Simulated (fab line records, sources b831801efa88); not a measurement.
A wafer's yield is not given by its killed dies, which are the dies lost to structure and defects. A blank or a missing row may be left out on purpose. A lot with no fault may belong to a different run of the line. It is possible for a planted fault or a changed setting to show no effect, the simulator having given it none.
fab line records -- flow gf180mcu -- part 2 of 2: steps 28 to 36 of 36
record lots=5, wafers=15, last-day=34
route steps=602 shown STI@10 DNWELL@32 NWELL@42
lots with no fault: from the same line, run without faults
start-h: start of the lot's first displayed wafer, in hours after the record's first day -- wait-h: hours elapsed since this lot's preceding step -- " repeats the value in the row above -- L1.1+2: a single row standing in for several wafers -- - no value, or no start was given -- * or withheld: withheld -- < > ~ a bound
route shown NAME@n: a module of which the file shows steps, and the number in the route of the first -- usual: the fault-free wafers' mean and standard deviation -- same: alike in all rows -- chamber/n: place in a boat -- sites: per-site readings -- _std_site: the standard deviation of these -- _edge_site: mean of outer sites minus mean of inner sites -- radius-mm: for every site, how far away it sits from the centre of the wafer -- mask NAME#n: copy n -- behind: the tool/chamber that last shaped the wafer -- hold: cause of the lot's hold/its duration in hours/its outcome -- device: the transistor (n, p or np) that didn't switch -- end of line: the tests these same wafers got at the end of their route -- a step without rows: its recipe alone -- killed: dies that structure and defects cost at the first sort, which is not the same as the wafer's yield -- map: per-die view of a wafer (x killed, . not killed, _ where there is no die)
set.NAME: the run value of the setting; set.NAME@STEP: its run value at that earlier step -- model.NAME: the simulator's own value behind a step, which no gauge read
certain route steps with their lots: each step a table, each wafer a row
services: from which hour (start-h, from the record's first day; less than 0 if before it) a tool's chamber was out of use, for how many hours, and why
## steps
# step GF_DNWELL_PEB_05
# recipe temp-c=115, time-s=withheld
# usual exhaust-pa=45.3/0.89, heater-power-total-W=69.35/0.12
lot.wafer,tool,chamber,start-h,wait-h,exhaust-pa,heater-power-total-W
L075.2,litho-track-04,0,-,-,43.6,69.36
L075.4,litho-track-04,0,-,-,44.9,69.39
L075.5,litho-track-04,0,-,-,46.4,69.42
L084.3,litho-track-02,0,-,-,44.8,69.38
L084.4,litho-track-02,0,-,-,45.0,69.50
L084.6,litho-track-02,0,-,-,44.3,69.20
L091.3,litho-track-04,0,-,-,45.9,69.32
L091.4,litho-track-04,0,-,-,45.7,69.19
L091.6,litho-track-04,0,-,-,45.6,69.42
L095.1,litho-track-02,0,-,-,45.4,69.47
L095.2,litho-track-02,0,-,-,44.9,69.26
L095.6,litho-track-02,0,-,-,44.3,69.14
L097.1,litho-track-01,0,-,-,45.6,69.43
L097.3,litho-track-01,0,-,-,43.9,69.51
L097.6,litho-track-01,0,-,-,44.4,69.44
# step GF_DNWELL_DEVELOP_06
# recipe wall-angle-deg=90, develop-time-s=60, dev-temp-c=23
# usual exhaust-pa=45.1/0.82
lot.wafer,tool,chamber,start-h,wait-h,exhaust-pa
L075.2,litho-track-04,0,-,-,44.8
L075.4,litho-track-04,0,-,-,45.1
L075.5,litho-track-04,0,-,-,44.8
L084.3,litho-track-02,0,-,-,45.7
L084.4,litho-track-02,0,-,-,44.4
L084.6,litho-track-02,0,-,-,46.1
L091.3,litho-track-04,0,-,-,45.9
L091.4,litho-track-04,0,-,-,45.9
L091.6,litho-track-04,0,-,-,46.0
L095.1,litho-track-02,0,-,-,45.7
L095.2,litho-track-02,0,-,-,46.8
L095.6,litho-track-02,0,-,-,45.8
L097.1,litho-track-01,0,-,-,45.7
L097.3,litho-track-01,0,-,-,45.2
L097.6,litho-track-01,0,-,-,45.8
# step GF_DNWELL_IMPLANT_07
# recipe species=P, energy-kev=1500, dose-cm2=1e+13, tilt-deg=0
lot.wafer,tool,chamber,start-h,wait-h
L075.2+4+5,implanter-04,0,48.87,-
L084.3+4+6,implanter-03,0,95.40,-
L091.3+4+6,implanter-03,0,131.69,-
L095.1+2+6,implanter-02,0,153.20,-
L097.1+3+6,implanter-02,0,163.61,-
# step GF_DNWELL_STRIP_08
# recipe chemistry=O2/N2, power-w=1400, pressure-mtorr=1500, platen-temp-c=250, o2-flow-sccm=3000, n2-flow-sccm=300, overash-fraction=0.5
# usual drypump-motor-current-A=5.7/0.41, heater-power-w=319/26, o2-flow-sccm=2999/9.4, oes-product-au=0.722/0.0044, platen-temp-c=250.01/0.17, strip-time-to-endpoint-s=36.98/0.11
lot.wafer,tool,chamber,start-h,wait-h,drypump-motor-current-A,heater-power-w,o2-flow-sccm,oes-product-au,platen-temp-c,rf-hours-counter-h,strip-time-to-endpoint-s
L075.2,plasma-asher-01,0,48.99,0.1,5.9,268,3004,0.715,250.08,40,37.02
L075.4,plasma-asher-01,0,48.99,0.1,6.0,278,2995,0.720,250.06,-,36.99
L075.5,plasma-asher-01,0,48.99,0.1,6.0,277,2999,0.721,250.04,-,37.00
L084.3,plasma-asher-01,1,95.54,0.1,5.9,343,2997,0.721,250.06,-,37.02
L084.4,plasma-asher-01,0,95.54,0.1,6.0,272,3002,0.721,249.87,-,36.94
L084.6,plasma-asher-01,1,95.54,0.1,5.9,336,2991,0.723,250.06,-,36.96
L091.3,plasma-asher-01,1,131.83,0.1,5.8,338,2999,0.718,250.00,-,37.16
L091.4,plasma-asher-01,0,131.83,0.1,6.0,277,3000,0.724,250.12,-,36.91
L091.6,plasma-asher-01,0,131.83,0.1,6.0,273,3006,0.722,249.94,-,37.14
L095.1,plasma-asher-04,0,153.35,0.1,6.2,332,2995,0.726,249.94,4,36.92
L095.2,plasma-asher-04,1,153.35,0.1,4.9,299,2984,0.716,249.72,4,36.97
L095.6,plasma-asher-04,1,153.35,0.1,4.9,309,2989,0.718,249.75,-,37.03
L097.1,plasma-asher-04,1,163.76,0.1,4.9,302,3015,0.732,250.04,5,36.99
L097.3,plasma-asher-04,1,163.76,0.1,4.9,298,3010,0.725,250.02,-,37.03
L097.6,plasma-asher-04,1,163.76,0.1,4.9,304,3017,0.715,250.07,-,37.02
# step GF_DNWELL_TW_MEAS_09
# usual DNWELL_TW=1335/16
lot.wafer,tool,chamber,start-h,wait-h,DNWELL_TW
L075.2,film-metro-01,-,49.10,0.1,1314
L075.4,film-metro-01,-,49.10,0.1,1323
L075.5,film-metro-01,-,49.10,0.1,1319
L084.3,film-metro-01,-,95.62,0.1,1342
L084.4,film-metro-01,-,95.62,0.1,1346
L084.6,film-metro-01,-,95.62,0.1,1344
L091.3,film-metro-03,-,131.91,0.1,1343
L091.4,film-metro-03,-,131.91,0.1,1348
L091.6,film-metro-03,-,131.91,0.1,1335
L095.1,film-metro-04,-,153.45,0.1,1346
L095.2,film-metro-04,-,153.45,0.1,1344
L095.6,film-metro-04,-,153.45,0.1,1353
L097.1,film-metro-01,-,163.86,0.1,1304
L097.3,film-metro-01,-,163.86,0.1,1313
L097.6,film-metro-01,-,163.86,0.1,1309
# step GF_NWELL_DEHYDRATE_00
# recipe temp-c=200, time-s=60
# usual exhaust-pa=45.1/0.87, heater-power-total-W=160.38/0.13
lot.wafer,tool,chamber,start-h,wait-h,exhaust-pa,heater-power-total-W
L075.2,litho-track-02,0,54.53,5.4,44.6,160.47
L075.4,litho-track-02,0,54.53,5.4,45.1,160.24
L075.5,litho-track-02,0,54.53,5.4,44.7,160.56
L084.3,litho-track-02,0,102.20,6.6,44.9,160.24
L084.4,litho-track-02,0,102.20,6.6,45.9,160.29
L084.6,litho-track-02,0,102.20,6.6,45.8,160.47
L091.3,litho-track-03,0,138.96,7.0,45.5,160.37
L091.4,litho-track-03,0,138.96,7.0,45.1,160.39
L091.6,litho-track-03,0,138.96,7.0,45.7,160.50
L095.1,litho-track-02,0,160.20,6.7,44.7,160.57
L095.2,litho-track-02,0,160.20,6.7,46.8,160.35
L095.6,litho-track-02,0,160.20,6.7,45.1,160.58
L097.1,litho-track-04,0,171.14,7.3,45.4,160.59
L097.3,litho-track-04,0,171.14,7.3,44.8,160.28
L097.6,litho-track-04,0,171.14,7.3,44.3,160.16
# step GF_NWELL_HMDS_01
# recipe prime-time-s=60, prime-temp-c=120
# usual exhaust-pa=44.9/0.86
# same prime-time-s=60
lot.wafer,tool,chamber,start-h,wait-h,exhaust-pa
L075.2,litho-track-02,0,54.68,0.1,45.6
L075.4,litho-track-02,0,54.68,0.1,44.5
L075.5,litho-track-02,0,54.68,0.1,45.8
L084.3,litho-track-02,0,102.35,0.1,44.7
L084.4,litho-track-02,0,102.35,0.1,44.2
L084.6,litho-track-02,0,102.35,0.1,44.5
L091.3,litho-track-03,0,139.11,0.1,43.4
L091.4,litho-track-03,0,139.11,0.1,44.5
L091.6,litho-track-03,0,139.11,0.1,46.0
L095.1,litho-track-02,0,160.35,0.1,44.9
L095.2,litho-track-02,0,160.35,0.1,46.4
L095.6,litho-track-02,0,160.35,0.1,43.7
L097.1,litho-track-04,0,171.29,0.1,45.6
L097.3,litho-track-04,0,171.29,0.1,45.3
L097.6,litho-track-04,0,171.29,0.1,45.3
# step GF_NWELL_COAT_02
# recipe spin-rpm=2000, resist-thk-nm=3000
# usual exhaust-pa=44.9/0.98
lot.wafer,tool,chamber,start-h,wait-h,exhaust-pa
L075.2,litho-track-02,0,54.83,0.1,44.4
L075.4,litho-track-02,0,54.83,0.1,46.2
L075.5,litho-track-02,0,54.83,0.1,45.4
L084.3,litho-track-02,0,102.50,0.1,45.5
L084.4,litho-track-02,0,102.50,0.1,46.0
L084.6,litho-track-02,0,102.50,0.1,47.2
L091.3,litho-track-03,0,139.26,0.1,45.1
L091.4,litho-track-03,0,139.26,0.1,44.6
L091.6,litho-track-03,0,139.26,0.1,45.5
L095.1,litho-track-02,0,160.50,0.1,43.7
L095.2,litho-track-02,0,160.50,0.1,45.9
L095.6,litho-track-02,0,160.50,0.1,45.4
L097.1,litho-track-04,0,171.44,0.1,43.8
L097.3,litho-track-04,0,171.44,0.1,43.3
L097.6,litho-track-04,0,171.44,0.1,44.0
# step GF_NWELL_SOFTBAKE_03
# recipe temp-c=110, time-s=withheld
# usual exhaust-pa=45.1/0.93, heater-power-total-W=65.32/0.14
lot.wafer,tool,chamber,start-h,wait-h,exhaust-pa,heater-power-total-W
L075.2,litho-track-02,0,54.99,0.1,46.2,65.24
L075.4,litho-track-02,0,54.99,0.1,44.3,65.35
L075.5,litho-track-02,0,54.99,0.1,45.7,65.23
L084.3,litho-track-02,0,102.67,0.1,45.2,65.23
L084.4,litho-track-02,0,102.67,0.1,44.3,65.42
L084.6,litho-track-02,0,102.67,0.1,45.1,65.11
L091.3,litho-track-03,0,139.43,0.1,44.9,65.15
L091.4,litho-track-03,0,139.43,0.1,45.5,65.52
L091.6,litho-track-03,0,139.43,0.1,46.2,65.48
L095.1,litho-track-02,0,160.65,0.1,45.1,65.41
L095.2,litho-track-02,0,160.65,0.1,45.3,65.34
L095.6,litho-track-02,0,160.65,0.1,45.3,65.41
L097.1,litho-track-04,0,171.59,0.1,45.7,65.31
L097.3,litho-track-04,0,171.59,0.1,46.0,65.58
L097.6,litho-track-04,0,171.59,0.1,46.6,65.39
## services
tool,chamber,start-h,hours,kind
krf-scanner-02,-,16.27,1.3,pm
rie-diel-02,3,17.97,2.4,repair
furnace-01,-,20.93,5.3,pm
krf-scanner-02,-,24.50,0.8,pm
krf-scanner-02,-,26.79,3.6,pm
plasma-asher-01,-,35.97,0.4,repair
iline-stepper-02,-,57.41,4.4,pm
cmp-01,-,64.00,4.0,pm
rie-diel-02,2,65.72,4.3,repair
furnace-01,-,67.97,3.1,pm
hdpcvd-02,2,84.08,7.0,repair
rie-diel-02,1,100.54,3.9,repair
plasma-asher-01,-,102.50,1.2,repair
wet-bench-01,-,107.53,1.8,repair
wet-bench-01,-,112.30,6.8,repair
hdpcvd-02,-,113.02,1.5,repair
rie-si-02,2,116.74,9.4,repair
hdpcvd-02,-,125.09,1.6,repair
rie-si-02,3,130.70,5.2,repair
rie-diel-02,-,138.27,1.9,repair
rie-diel-02,-,148.35,0.4,repair
krf-scanner-02,-,149.60,4.4,pm
krf-scanner-02,-,156.77,1.0,pm
cmp-01,-,167.12,2.2,repair
